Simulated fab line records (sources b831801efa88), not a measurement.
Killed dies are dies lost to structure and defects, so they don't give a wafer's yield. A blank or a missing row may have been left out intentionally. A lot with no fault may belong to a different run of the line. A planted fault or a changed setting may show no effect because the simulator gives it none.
What tool caused it? :: flow sky130 :: Sampling: 24 lots, 72 wafers, 6 of 708 route steps

## WHAT EACH GAUGE READ, for each wafer
No reading from a measuring or inspecting step in the record can be judged against a usual standard deviation.

## WHICH TOOL RAN EACH LOT (tool, then ch and the chambers of the sampled wafers, then the start)
lot: L074
SKY_VIA1_STRIP_16: plasma asher-04 ch 0,1, day 33 14:49
SKY_VIA1_CMP_24: cmp-01 ch 0,1,2, day 33 15:56
SKY_METAL2_SPUTTER_04: pvd sputter-03, day 33 16:19
SKY_VIA2_SPUTTER_20: pvd sputter-02, day 36 00:22
SKY_METAL3_DESCUM_15: rie metal-03 ch 0,1, day 38 05:56
SKY_METAL4_ETCH_17: rie diel-03 ch 1,2,3, day 41 11:08

lot: L075
SKY_VIA1_STRIP_16: plasma asher-04 ch 0,1, day 33 18:04
SKY_VIA1_CMP_24: cmp-01 ch 1,3, day 33 19:02
SKY_METAL2_SPUTTER_04: pvd sputter-02, day 33 19:22
SKY_VIA2_SPUTTER_20: pvd sputter-02, day 36 02:16
SKY_METAL3_DESCUM_15: rie metal-01 ch 0,1, day 38 07:59
SKY_METAL4_ETCH_17: rie diel-02 ch 0,1,2, day 41 13:37

lot: L076
SKY_VIA1_STRIP_16: plasma asher-03 ch 1, day 34 08:10
SKY_VIA1_CMP_24: cmp-01 ch 0,1,2, day 34 09:19
SKY_METAL2_SPUTTER_04: pvd sputter-03, day 34 09:39
SKY_VIA2_SPUTTER_20: pvd sputter-02, day 36 16:57
SKY_METAL3_DESCUM_15: rie metal-01 ch 0, day 38 21:37
SKY_METAL4_ETCH_17: rie diel-02 ch 1,2, day 42 02:20

lot: L077
SKY_VIA1_STRIP_16: plasma asher-01 ch 0,1, day 36 00:41
SKY_VIA1_CMP_24: cmp-02 ch 0,2, day 36 01:41
SKY_METAL2_SPUTTER_04: pvd sputter-04, day 36 02:01
SKY_VIA2_SPUTTER_20: pvd sputter-01, day 38 09:04
SKY_METAL3_DESCUM_15: rie metal-01 ch 0, day 40 12:09
SKY_METAL4_ETCH_17: rie diel-03 ch 0,2, day 43 14:31

lot: L079
SKY_VIA1_STRIP_16: plasma asher-03 ch 0,1, day 36 10:52
SKY_VIA1_CMP_24: cmp-01 ch 0,3, day 36 11:47
SKY_METAL2_SPUTTER_04: pvd sputter-02, day 36 12:11
SKY_VIA2_SPUTTER_20: pvd sputter-02, day 38 18:03
SKY_METAL3_DESCUM_15: rie metal-04 ch 0, day 40 20:14
SKY_METAL4_ETCH_17: rie diel-01 ch 1,2,3, day 43 22:50

lot: L078
SKY_VIA1_STRIP_16: plasma asher-04 ch 0,1, day 36 13:54
SKY_VIA1_CMP_24: cmp-02 ch 0,2,3, day 36 14:55
SKY_METAL2_SPUTTER_04: pvd sputter-04, day 36 15:13
SKY_VIA2_SPUTTER_20: pvd sputter-01, day 38 20:57
SKY_METAL3_DESCUM_15: rie metal-04 ch 0,1, day 40 22:55
SKY_METAL4_ETCH_17: rie diel-02 ch 0,1, day 44 00:16

lot: L080
SKY_VIA1_STRIP_16: plasma asher-03 ch 0,1, day 36 17:28
SKY_VIA1_CMP_24: cmp-01 ch 1,2, day 36 18:25
SKY_METAL2_SPUTTER_04: pvd sputter-03, day 36 18:48
SKY_VIA2_SPUTTER_20: pvd sputter-01, day 39 00:53
SKY_METAL3_DESCUM_15: rie metal-03 ch 0,1, day 41 03:46
SKY_METAL4_ETCH_17: rie diel-01 ch 0,1,3, day 44 05:29

lot: L081
SKY_VIA1_STRIP_16: plasma asher-04 ch 0,1, day 36 23:28
SKY_VIA1_CMP_24: cmp-01 ch 0,3, day 37 00:23
SKY_METAL2_SPUTTER_04: pvd sputter-03, day 37 00:47
SKY_VIA2_SPUTTER_20: pvd sputter-01, day 39 07:14
SKY_METAL3_DESCUM_15: rie metal-03 ch 0,1, day 41 09:38
SKY_METAL4_ETCH_17: rie diel-03 ch 1,2,3, day 44 10:33

lot: L082
SKY_VIA1_STRIP_16: plasma asher-03 ch 0,1, day 37 04:51
SKY_VIA1_CMP_24: cmp-01 ch 0,1,3, day 37 05:44
SKY_METAL2_SPUTTER_04: pvd sputter-02, day 37 06:08
SKY_VIA2_SPUTTER_20: pvd sputter-02, day 39 11:55
SKY_METAL3_DESCUM_15: rie metal-01 ch 0,1, day 41 13:44
SKY_METAL4_ETCH_17: rie diel-02 ch 1,2,3, day 44 14:36

lot: L084
SKY_VIA1_STRIP_16: plasma asher-03 ch 0,1, day 37 09:59
SKY_VIA1_CMP_24: cmp-01 ch 0,2,3, day 37 10:58
SKY_METAL2_SPUTTER_04: pvd sputter-02, day 37 11:16
SKY_VIA2_SPUTTER_20: pvd sputter-02, day 39 16:24
SKY_METAL3_DESCUM_15: rie metal-04 ch 0,1, day 41 18:08
SKY_METAL4_ETCH_17: rie diel-01 ch 2,3, day 44 17:50

lot: L083
SKY_VIA1_STRIP_16: plasma asher-04 ch 0,1, day 37 10:22
SKY_VIA1_CMP_24: cmp-02 ch 0,1,3, day 37 11:21
SKY_METAL2_SPUTTER_04: pvd sputter-04, day 37 11:38
SKY_VIA2_SPUTTER_20: pvd sputter-04, day 39 16:45
SKY_METAL3_DESCUM_15: rie metal-04 ch 0,1, day 41 19:06
SKY_METAL4_ETCH_17: rie diel-03 ch 1,3, day 44 19:20

lot: L086
SKY_VIA1_STRIP_16: plasma asher-04 ch 0,1, day 38 00:40
SKY_VIA1_CMP_24: cmp-01 ch 1,2, day 38 01:37
SKY_METAL2_SPUTTER_04: pvd sputter-02, day 38 02:00
SKY_VIA2_SPUTTER_20: pvd sputter-01, day 40 05:25
SKY_METAL3_DESCUM_15: rie metal-01 ch 0,1, day 42 06:41
SKY_METAL4_ETCH_17: rie diel-03 ch 0,2,3, day 45 05:45

lot: L085
SKY_VIA1_STRIP_16: plasma asher-01 ch 0,1, day 38 02:04
SKY_VIA1_CMP_24: cmp-02 ch 0,1,2, day 38 03:08
SKY_METAL2_SPUTTER_04: pvd sputter-03, day 38 03:23
SKY_VIA2_SPUTTER_20: pvd sputter-01, day 40 06:50
SKY_METAL3_DESCUM_15: rie metal-01 ch 0,1, day 42 09:31
SKY_METAL4_ETCH_17: rie diel-03 ch 2,3, day 45 08:43

lot: L087
SKY_VIA1_STRIP_16: plasma asher-03 ch 1, day 38 06:11
SKY_VIA1_CMP_24: cmp-01 ch 0,3, day 38 07:09
SKY_METAL2_SPUTTER_04: pvd sputter-04, day 38 07:29
SKY_VIA2_SPUTTER_20: pvd sputter-01, day 40 11:03
SKY_METAL3_DESCUM_15: rie metal-03 ch 0,1, day 42 12:32
SKY_METAL4_ETCH_17: rie diel-03 ch 0,2,3, day 45 10:09

lot: L088
SKY_VIA1_STRIP_16: plasma asher-01 ch 0,1, day 38 14:20
SKY_VIA1_CMP_24: cmp-02 ch 0,1,2, day 38 15:20
SKY_METAL2_SPUTTER_04: pvd sputter-04, day 38 15:41
SKY_VIA2_SPUTTER_20: pvd sputter-04, day 40 18:58
SKY_METAL3_DESCUM_15: rie metal-04 ch 0,1, day 42 20:32
SKY_METAL4_ETCH_17: rie diel-03 ch 0,1,2, day 45 18:39

lot: L089
SKY_VIA1_STRIP_16: plasma asher-01 ch 0,1, day 38 18:17
SKY_VIA1_CMP_24: cmp-01 ch 0,1,3, day 38 19:20
SKY_METAL2_SPUTTER_04: pvd sputter-02, day 38 19:37
SKY_VIA2_SPUTTER_20: pvd sputter-04, day 40 22:33
SKY_METAL3_DESCUM_15: rie metal-03 ch 0,1, day 42 23:44
SKY_METAL4_ETCH_17: rie diel-03 ch 0,2,3, day 45 21:38

lot: L090
SKY_VIA1_STRIP_16: plasma asher-03 ch 0,1, day 39 02:16
SKY_VIA1_CMP_24: cmp-02 ch 1,2,3, day 39 03:49
SKY_METAL2_SPUTTER_04: pvd sputter-02, day 39 04:06
SKY_VIA2_SPUTTER_20: pvd sputter-02, day 41 06:50
SKY_METAL3_DESCUM_15: rie metal-03 ch 0,1, day 43 07:46
SKY_METAL4_ETCH_17: rie diel-02 ch 1,2, day 46 04:48

lot: L091
SKY_VIA1_STRIP_16: plasma asher-03 ch 0,1, day 39 03:47
SKY_VIA1_CMP_24: cmp-01 ch 1,2, day 39 04:50
SKY_METAL2_SPUTTER_04: pvd sputter-04, day 39 05:13
SKY_VIA2_SPUTTER_20: pvd sputter-04, day 41 07:56
SKY_METAL3_DESCUM_15: rie metal-03 ch 0,1, day 43 08:56
SKY_METAL4_ETCH_17: rie diel-01 ch 0,2, day 46 05:48

lot: L092
SKY_VIA1_STRIP_16: plasma asher-04 ch 0,1, day 39 11:52
SKY_VIA1_CMP_24: cmp-01 ch 0,1,2, day 39 12:58
SKY_METAL2_SPUTTER_04: pvd sputter-03, day 39 13:19
SKY_VIA2_SPUTTER_20: pvd sputter-01, day 41 15:54
SKY_METAL3_DESCUM_15: rie metal-04 ch 1, day 43 16:25
SKY_METAL4_ETCH_17: rie diel-01 ch 0,2, day 46 12:04

lot: L093
SKY_VIA1_STRIP_16: plasma asher-03 ch 0,1, day 39 17:46
SKY_VIA1_CMP_24: cmp-01 ch 0,1,2, day 39 18:41
SKY_METAL2_SPUTTER_04: pvd sputter-04, day 39 19:05
SKY_VIA2_SPUTTER_20: pvd sputter-04, day 41 22:07
SKY_METAL3_DESCUM_15: rie metal-01 ch 0,1, day 43 21:19
SKY_METAL4_ETCH_17: rie diel-03 ch 0,1,3, day 46 17:08

lot: L094
SKY_VIA1_STRIP_16: plasma asher-04 ch 0,1, day 40 07:16
SKY_VIA1_CMP_24: cmp-02 ch 0,2, day 40 08:11
SKY_METAL2_SPUTTER_04: pvd sputter-04, day 40 08:34
SKY_VIA2_SPUTTER_20: pvd sputter-01, day 42 10:55
SKY_METAL3_DESCUM_15: rie metal-03 ch 0,1, day 44 09:47
SKY_METAL4_ETCH_17: rie diel-01 ch 0,3, day 47 04:53

lot: L095
SKY_VIA1_STRIP_16: plasma asher-01 ch 0,1, day 40 12:52
SKY_VIA1_CMP_24: cmp-02 ch 1,2,3, day 40 13:50
SKY_METAL2_SPUTTER_04: pvd sputter-03, day 40 14:10
SKY_VIA2_SPUTTER_20: pvd sputter-01, day 42 16:11
SKY_METAL3_DESCUM_15: rie metal-04 ch 0, day 44 15:23
SKY_METAL4_ETCH_17: rie diel-01 ch 0,1,2, day 47 10:16

lot: L096
SKY_VIA1_STRIP_16: plasma asher-03 ch 0, day 40 16:20
SKY_VIA1_CMP_24: cmp-02 ch 0,1,2, day 40 17:21
SKY_METAL2_SPUTTER_04: pvd sputter-02, day 40 17:38
SKY_VIA2_SPUTTER_20: pvd sputter-02, day 42 18:47
SKY_METAL3_DESCUM_15: rie metal-04 ch 0,1, day 44 17:11
SKY_METAL4_ETCH_17: rie diel-03 ch 1,3, day 47 10:38

lot: L097
SKY_VIA1_STRIP_16: plasma asher-03 ch 0,1, day 40 22:34
SKY_VIA1_CMP_24: cmp-02 ch 1,2,3, day 40 23:32
SKY_METAL2_SPUTTER_04: pvd sputter-02, day 40 23:55
SKY_VIA2_SPUTTER_20: pvd sputter-01, day 43 01:52
SKY_METAL3_DESCUM_15: rie metal-03 ch 0,1, day 44 23:13
SKY_METAL4_ETCH_17: rie diel-01 ch 0,1,3, day 47 17:53
- SKY_VIA1_STRIP_16: strips in O2/N2.
- SKY_VIA1_CMP_24: polishes, stops on SiO2, t overpolish 15 s, target thk 0 nm.
- SKY_METAL2_SPUTTER_04: material TiN, target thk 70 nm, time 58.3 s.
- SKY_VIA2_SPUTTER_20: material TiN, target thk 20 nm, time 80 s.
- SKY_METAL3_DESCUM_15: chemistry O2, time 8 s.
- SKY_METAL4_ETCH_17: etches SiO2 in C4F8/O2/Ar, stops on TiN, time 3.9 s, target depth 15 nm.

## WHAT THE TOOLS THEMSELVES READ (means of the sampled wafers that have a number; where no wafer has one, the mark that the record gives instead)
SKY_VIA1_STRIP_16. Usual: drypump motor current A 5.2 A, standard deviation 0.4; oes product au 0.416 a.u., standard deviation 0.0046; strip time to endpoint s 4.465 s, standard deviation 0.021.
lot: L074
tool: plasma asher-04
drypump motor current A (A): 5.5
oes product au (a.u.): 0.416
strip time to endpoint s (s): 4.454
flag: 

lot: L075
tool: plasma asher-04
drypump motor current A (A): 5.4
oes product au (a.u.): 0.413
strip time to endpoint s (s): 4.469
flag: 

lot: L076
tool: plasma asher-03
drypump motor current A (A): 4.9
oes product au (a.u.): 0.421
strip time to endpoint s (s): 4.491
flag: 

lot: L077
tool: plasma asher-01
drypump motor current A (A): 5.3
oes product au (a.u.): 0.413
strip time to endpoint s (s): 4.441
flag: 

lot: L079
tool: plasma asher-03
drypump motor current A (A): 4.9
oes product au (a.u.): 0.414
strip time to endpoint s (s): 4.461
flag: 

lot: L078
tool: plasma asher-04
drypump motor current A (A): 5.4
oes product au (a.u.): 0.419
strip time to endpoint s (s): 4.453
flag: 

lot: L080
tool: plasma asher-03
drypump motor current A (A): 4.9
oes product au (a.u.): 0.413
strip time to endpoint s (s): 4.446
flag: 

lot: L081
tool: plasma asher-04
drypump motor current A (A): 5.5
oes product au (a.u.): 0.414
strip time to endpoint s (s): 4.466
flag: 

lot: L082
tool: plasma asher-03
drypump motor current A (A): 4.9
oes product au (a.u.): 0.419
strip time to endpoint s (s): 4.457
flag: 

lot: L084
tool: plasma asher-03
drypump motor current A (A): 4.9
oes product au (a.u.): 0.416
strip time to endpoint s (s): 4.443
flag: 

lot: L083
tool: plasma asher-04
drypump motor current A (A): 5.4
oes product au (a.u.): 0.417
strip time to endpoint s (s): 4.467
flag: 

lot: L086
tool: plasma asher-04
drypump motor current A (A): 5.4
oes product au (a.u.): 0.414
strip time to endpoint s (s): 4.442
flag: 

lot: L085
tool: plasma asher-01
drypump motor current A (A): 5.3
oes product au (a.u.): 0.413
strip time to endpoint s (s): 4.436
flag: 

lot: L087
tool: plasma asher-03
drypump motor current A (A): 4.9
oes product au (a.u.): 0.418
strip time to endpoint s (s): 4.456
flag: 

lot: L088
tool: plasma asher-01
drypump motor current A (A): 5.6
oes product au (a.u.): 0.420
strip time to endpoint s (s): 4.483
flag: 

lot: L089
tool: plasma asher-01
drypump motor current A (A): 5.7
oes product au (a.u.): 0.415
strip time to endpoint s (s): 4.479
flag: 

lot: L090
tool: plasma asher-03
drypump motor current A (A): 4.9
oes product au (a.u.): 0.416
strip time to endpoint s (s): 4.463
flag: 

lot: L091
tool: plasma asher-03
drypump motor current A (A): 4.9
oes product au (a.u.): 0.409
strip time to endpoint s (s): 4.461
flag: 

lot: L092
tool: plasma asher-04
drypump motor current A (A): 5.5
oes product au (a.u.): 0.424
strip time to endpoint s (s): 4.500
flag: 

lot: L093
tool: plasma asher-03
drypump motor current A (A): 4.9
oes product au (a.u.): 0.415
strip time to endpoint s (s): 4.468
flag: 

lot: L094
tool: plasma asher-04
drypump motor current A (A): 5.4
oes product au (a.u.): 0.414
strip time to endpoint s (s): 4.484
flag: 

lot: L095
tool: plasma asher-01
drypump motor current A (A): 5.3
oes product au (a.u.): 0.416
strip time to endpoint s (s): 4.490
flag: 

lot: L096
tool: plasma asher-03
drypump motor current A (A): 4.9
oes product au (a.u.): 0.414
strip time to endpoint s (s): 4.477
flag: 

lot: L097
tool: plasma asher-03
drypump motor current A (A): 4.9
oes product au (a.u.): 0.419
strip time to endpoint s (s): 4.451
flag: 

SKY_VIA1_CMP_24. Usual: motor current A 10.3 A, standard deviation 1; overpolish run s 14.999 s, standard deviation 0.0091; time to endpoint s 62.8 s, standard deviation 2.3.
lot: L074
tool: cmp-01
motor current A (A): 10.0
overpolish run s (s): 14.998
time to endpoint s (s): 60.6
flag: 

lot: L075
tool: cmp-01
motor current A (A): 10.1
overpolish run s (s): 15.000
time to endpoint s (s): 61.2
flag: 

lot: L076
tool: cmp-01
motor current A (A): 10.5
overpolish run s (s): 15.004
time to endpoint s (s): 60.5
flag: 

lot: L077
tool: cmp-02
motor current A (A): 10.3
overpolish run s (s): 14.993
time to endpoint s (s): 61.0
flag: 

lot: L079
tool: cmp-01
motor current A (A): 11.8
overpolish run s (s): 15.003
time to endpoint s (s): 62.4
flag: 

lot: L078
tool: cmp-02
motor current A (A): 10.5
overpolish run s (s): 14.992
time to endpoint s (s): 63.7
flag: 

lot: L080
tool: cmp-01
motor current A (A): 9.0
overpolish run s (s): 15.003
time to endpoint s (s): 64.5
flag: 

lot: L081
tool: cmp-01
motor current A (A): 11.2
overpolish run s (s): 15.003
time to endpoint s (s): 62.4
flag: 

lot: L082
tool: cmp-01
motor current A (A): 10.8
overpolish run s (s): 15.002
time to endpoint s (s): 63.5
flag: 

lot: L084
tool: cmp-01
motor current A (A): 10.4
overpolish run s (s): 14.991
time to endpoint s (s): 60.4
flag: 

lot: L083
tool: cmp-02
motor current A (A): 10.1
overpolish run s (s): 15.004
time to endpoint s (s): 63.9
flag: 

lot: L086
tool: cmp-01
motor current A (A): 9.6
overpolish run s (s): 15.006
time to endpoint s (s): 63.4
flag: 

lot: L085
tool: cmp-02
motor current A (A): 10.4
overpolish run s (s): 14.994
time to endpoint s (s): 65.4
flag: 

lot: L087
tool: cmp-01
motor current A (A): 10.9
overpolish run s (s): 14.996
time to endpoint s (s): 64.1
flag: 

lot: L088
tool: cmp-02
motor current A (A): 10.3
overpolish run s (s): 14.995
time to endpoint s (s): 63.1
flag: 

lot: L089
tool: cmp-01
motor current A (A): 10.9
overpolish run s (s): 15.002
time to endpoint s (s): 63.3
flag: 

lot: L090
tool: cmp-02
motor current A (A): 10.5
overpolish run s (s): 14.997
time to endpoint s (s): 60.0
flag: 

lot: L091
tool: cmp-01
motor current A (A): 9.0
overpolish run s (s): 15.001
time to endpoint s (s): 65.7
flag: 

lot: L092
tool: cmp-01
motor current A (A): 9.9
overpolish run s (s): 14.993
time to endpoint s (s): 61.1
flag: 

lot: L093
tool: cmp-01
motor current A (A): 9.9
overpolish run s (s): 15.002
time to endpoint s (s): 63.5
flag: 

lot: L094
tool: cmp-02
motor current A (A): 10.0
overpolish run s (s): 15.014
time to endpoint s (s): 62.1
flag: 

lot: L095
tool: cmp-02
motor current A (A): 10.3
overpolish run s (s): 15.001
time to endpoint s (s): 60.9
flag: 

lot: L096
tool: cmp-02
motor current A (A): 9.8
overpolish run s (s): 15.001
time to endpoint s (s): 63.3
flag: 

lot: L097
tool: cmp-02
motor current A (A): 10.8
overpolish run s (s): 15.004
time to endpoint s (s): 65.6
flag: 

SKY_METAL2_SPUTTER_04. Usual: throttle valve pct 29.5 %, standard deviation 1.1.
lot: L074
tool: pvd sputter-03
throttle valve pct (%): 29.7
flag: 

lot: L075
tool: pvd sputter-02
throttle valve pct (%): 29.8
flag: 

lot: L076
tool: pvd sputter-03
throttle valve pct (%): 29.2
flag: 

lot: L077
tool: pvd sputter-04
throttle valve pct (%): 28.3
flag: 

lot: L079
tool: pvd sputter-02
throttle valve pct (%): 30.1
flag: 

lot: L078
tool: pvd sputter-04
throttle valve pct (%): 27.7
flag: 

lot: L080
tool: pvd sputter-03
throttle valve pct (%): 29.4
flag: 

lot: L081
tool: pvd sputter-03
throttle valve pct (%): 29.7
flag: 

lot: L082
tool: pvd sputter-02
throttle valve pct (%): 30.0
flag: 

lot: L084
tool: pvd sputter-02
throttle valve pct (%): 29.9
flag: 

lot: L083
tool: pvd sputter-04
throttle valve pct (%): 28.9
flag: 

lot: L086
tool: pvd sputter-02
throttle valve pct (%): 30.5
flag: 

lot: L085
tool: pvd sputter-03
throttle valve pct (%): 29.4
flag: 

lot: L087
tool: pvd sputter-04
throttle valve pct (%): 28.4
flag: 

lot: L088
tool: pvd sputter-04
throttle valve pct (%): 28.6
flag: 

lot: L089
tool: pvd sputter-02
throttle valve pct (%): 29.6
flag: 

lot: L090
tool: pvd sputter-02
throttle valve pct (%): 29.9
flag: 

lot: L091
tool: pvd sputter-04
throttle valve pct (%): 29.1
flag: 

lot: L092
tool: pvd sputter-03
throttle valve pct (%): 29.0
flag: 

lot: L093
tool: pvd sputter-04
throttle valve pct (%): 28.5
flag: 

lot: L094
tool: pvd sputter-04
throttle valve pct (%): 28.6
flag: 

lot: L095
tool: pvd sputter-03
throttle valve pct (%): 29.6
flag: 

lot: L096
tool: pvd sputter-02
throttle valve pct (%): 30.5
flag: 

lot: L097
tool: pvd sputter-02
throttle valve pct (%): 30.6
flag: 

SKY_VIA2_SPUTTER_20. Usual: throttle valve pct 29.8 %, standard deviation 0.99.
lot: L074
tool: pvd sputter-02
throttle valve pct (%): 30.7
flag: 

lot: L075
tool: pvd sputter-02
throttle valve pct (%): 29.9
flag: 

lot: L076
tool: pvd sputter-02
throttle valve pct (%): 30.5
flag: 

lot: L077
tool: pvd sputter-01
throttle valve pct (%): 30.1
flag: 

lot: L079
tool: pvd sputter-02
throttle valve pct (%): 30.7
flag: 

lot: L078
tool: pvd sputter-01
throttle valve pct (%): 29.7
flag: 

lot: L080
tool: pvd sputter-01
throttle valve pct (%): 29.5
flag: 

lot: L081
tool: pvd sputter-01
throttle valve pct (%): 30.0
flag: 

lot: L082
tool: pvd sputter-02
throttle valve pct (%): 29.8
flag: 

lot: L084
tool: pvd sputter-02
throttle valve pct (%): 29.9
flag: 

lot: L083
tool: pvd sputter-04
throttle valve pct (%): 28.7
flag: 

lot: L086
tool: pvd sputter-01
throttle valve pct (%): 30.3
flag: 

lot: L085
tool: pvd sputter-01
throttle valve pct (%): 30.4
flag: 

lot: L087
tool: pvd sputter-01
throttle valve pct (%): 30.3
flag: 

lot: L088
tool: pvd sputter-04
throttle valve pct (%): 28.6
flag: 

lot: L089
tool: pvd sputter-04
throttle valve pct (%): 27.9
flag: 

lot: L090
tool: pvd sputter-02
throttle valve pct (%): 29.7
flag: 

lot: L091
tool: pvd sputter-04
throttle valve pct (%): 29.2
flag: 

lot: L092
tool: pvd sputter-01
throttle valve pct (%): 29.9
flag: 

lot: L093
tool: pvd sputter-04
throttle valve pct (%): 29.3
flag: 

lot: L094
tool: pvd sputter-01
throttle valve pct (%): 29.2
flag: 

lot: L095
tool: pvd sputter-01
throttle valve pct (%): 30.1
flag: 

lot: L096
tool: pvd sputter-02
throttle valve pct (%): 31.4
flag: 

lot: L097
tool: pvd sputter-01
throttle valve pct (%): 29.9
flag: 

SKY_METAL3_DESCUM_15. Usual: drypump motor current A 5.2 A, standard deviation 0.4; oes product au 0.999 a.u., standard deviation 0.0071; temp c 39.97 C, standard deviation 0.11.
lot: L074
tool: rie metal-03
drypump motor current A (A): 5.2
oes product au (a.u.): 1.000
temp c (C): 40.11
flag: 

lot: L075
tool: rie metal-01
drypump motor current A (A): 4.9
oes product au (a.u.): 0.991
temp c (C): 39.96
flag: 

lot: L076
tool: rie metal-01
drypump motor current A (A): 5.3
oes product au (a.u.): 1.007
temp c (C): 40.20
flag: 

lot: L077
tool: rie metal-01
drypump motor current A (A): 5.3
oes product au (a.u.): 0.992
temp c (C): 39.85
flag: 

lot: L079
tool: rie metal-04
drypump motor current A (A): 5.9
oes product au (a.u.): 0.993
temp c (C): 40.00
flag: 

lot: L078
tool: rie metal-04
drypump motor current A (A): 5.7
oes product au (a.u.): 1.001
temp c (C): 39.95
flag: 

lot: L080
tool: rie metal-03
drypump motor current A (A): 5.2
oes product au (a.u.): 1.004
temp c (C): 40.01
flag: 

lot: L081
tool: rie metal-03
drypump motor current A (A): 5.2
oes product au (a.u.): 0.997
temp c (C): 39.91
flag: 

lot: L082
tool: rie metal-01
drypump motor current A (A): 4.9
oes product au (a.u.): 0.989
temp c (C): 39.97
flag: 

lot: L084
tool: rie metal-04
drypump motor current A (A): 5.7
oes product au (a.u.): 1.001
temp c (C): 39.85
flag: 

lot: L083
tool: rie metal-04
drypump motor current A (A): 5.5
oes product au (a.u.): 1.002
temp c (C): 39.98
flag: 

lot: L086
tool: rie metal-01
drypump motor current A (A): 4.9
oes product au (a.u.): 0.996
temp c (C): 40.03
flag: 

lot: L085
tool: rie metal-01
drypump motor current A (A): 5.1
oes product au (a.u.): 0.991
temp c (C): 40.00
flag: 

lot: L087
tool: rie metal-03
drypump motor current A (A): 4.9
oes product au (a.u.): 1.005
temp c (C): 40.00
flag: 

lot: L088
tool: rie metal-04
drypump motor current A (A): 5.5
oes product au (a.u.): 1.000
temp c (C): 39.99
flag: 

lot: L089
tool: rie metal-03
drypump motor current A (A): 4.9
oes product au (a.u.): 0.997
temp c (C): 40.01
flag: 

lot: L090
tool: rie metal-03
drypump motor current A (A): 4.9
oes product au (a.u.): 1.004
temp c (C): 39.97
flag: 

lot: L091
tool: rie metal-03
drypump motor current A (A): 5.2
oes product au (a.u.): 1.005
temp c (C): 39.98
flag: 

lot: L092
tool: rie metal-04
drypump motor current A (A): 5.3
oes product au (a.u.): 1.002
temp c (C): 39.97
flag: 

lot: L093
tool: rie metal-01
drypump motor current A (A): 5.1
oes product au (a.u.): 0.995
temp c (C): 39.98
flag: 

lot: L094
tool: rie metal-03
drypump motor current A (A): 4.9
oes product au (a.u.): 1.010
temp c (C): 40.05
flag: 

lot: L095
tool: rie metal-04
drypump motor current A (A): 5.9
oes product au (a.u.): 0.994
temp c (C): 39.81
flag: 

lot: L096
tool: rie metal-04
drypump motor current A (A): 5.7
oes product au (a.u.): 0.995
temp c (C): 39.90
flag: 

lot: L097
tool: rie metal-03
drypump motor current A (A): 4.9
oes product au (a.u.): 0.996
temp c (C): 39.83
flag: 

SKY_METAL4_ETCH_17. Usual: bias w 1200 W, standard deviation 4.2; oes product au 0.752 a.u., standard deviation 0.0072.
lot: L074
tool: rie diel-03
bias w (W): 1199
oes product au (a.u.): 0.751
flag: 

lot: L075
tool: rie diel-02
bias w (W): 1198
oes product au (a.u.): 0.752
flag: 

lot: L076
tool: rie diel-02
bias w (W): 1204
oes product au (a.u.): 0.750
flag: 

lot: L077
tool: rie diel-03
bias w (W): 1202
oes product au (a.u.): 0.759
flag: 

lot: L079
tool: rie diel-01
bias w (W): 1204
oes product au (a.u.): 0.757
flag: 

lot: L078
tool: rie diel-02
bias w (W): 1201
oes product au (a.u.): 0.753
flag: 

lot: L080
tool: rie diel-01
bias w (W): 1205
oes product au (a.u.): 0.748
flag: 

lot: L081
tool: rie diel-03
bias w (W): 1201
oes product au (a.u.): 0.755
flag: 

lot: L082
tool: rie diel-02
bias w (W): 1201
oes product au (a.u.): 0.759
flag: 

lot: L084
tool: rie diel-01
bias w (W): 1194
oes product au (a.u.): 0.741
flag: 

lot: L083
tool: rie diel-03
bias w (W): 1202
oes product au (a.u.): 0.752
flag: 

lot: L086
tool: rie diel-03
bias w (W): 1200
oes product au (a.u.): 0.750
flag: 

lot: L085
tool: rie diel-03
bias w (W): 1195
oes product au (a.u.): 0.746
flag: 

lot: L087
tool: rie diel-03
bias w (W): 1202
oes product au (a.u.): 0.755
flag: 

lot: L088
tool: rie diel-03
bias w (W): 1198
oes product au (a.u.): 0.756
flag: 

lot: L089
tool: rie diel-03
bias w (W): 1203
oes product au (a.u.): 0.747
flag: 

lot: L090
tool: rie diel-02
bias w (W): 1200
oes product au (a.u.): 0.756
flag: 

lot: L091
tool: rie diel-01
bias w (W): 1203
oes product au (a.u.): 0.755
flag: 

lot: L092
tool: rie diel-01
bias w (W): 1202
oes product au (a.u.): 0.755
flag: 

lot: L093
tool: rie diel-03
bias w (W): 1201
oes product au (a.u.): 0.747
flag: 

lot: L094
tool: rie diel-01
bias w (W): 1202
oes product au (a.u.): 0.748
flag: 

lot: L095
tool: rie diel-01
bias w (W): 1203
oes product au (a.u.): 0.749
flag: 

lot: L096
tool: rie diel-03
bias w (W): 1202
oes product au (a.u.): 0.760
flag: 

lot: L097
tool: rie diel-01
bias w (W): 1199
oes product au (a.u.): 0.745
flag: 

## THE ANSWER, worked out from the rows above alone
Rule: a lot counts as off when the mean over its wafers that have a number is more than 3 standard deviations away from the usual mean. Also off: a lot with no number at a reading for which 4 or more lots have one. The other lots that the step has rows for count as sound. Order of review: gauges by route order, followed by the tools' own readings, for which a lot's mean as printed above is used. At the first step where some lot is off, the reading lying furthest off is the one used; lots without a number count as furthest.
None of the lots is off at any reading shown; this tells nothing.

## WHAT THE SIMULATOR HAD INSERTED
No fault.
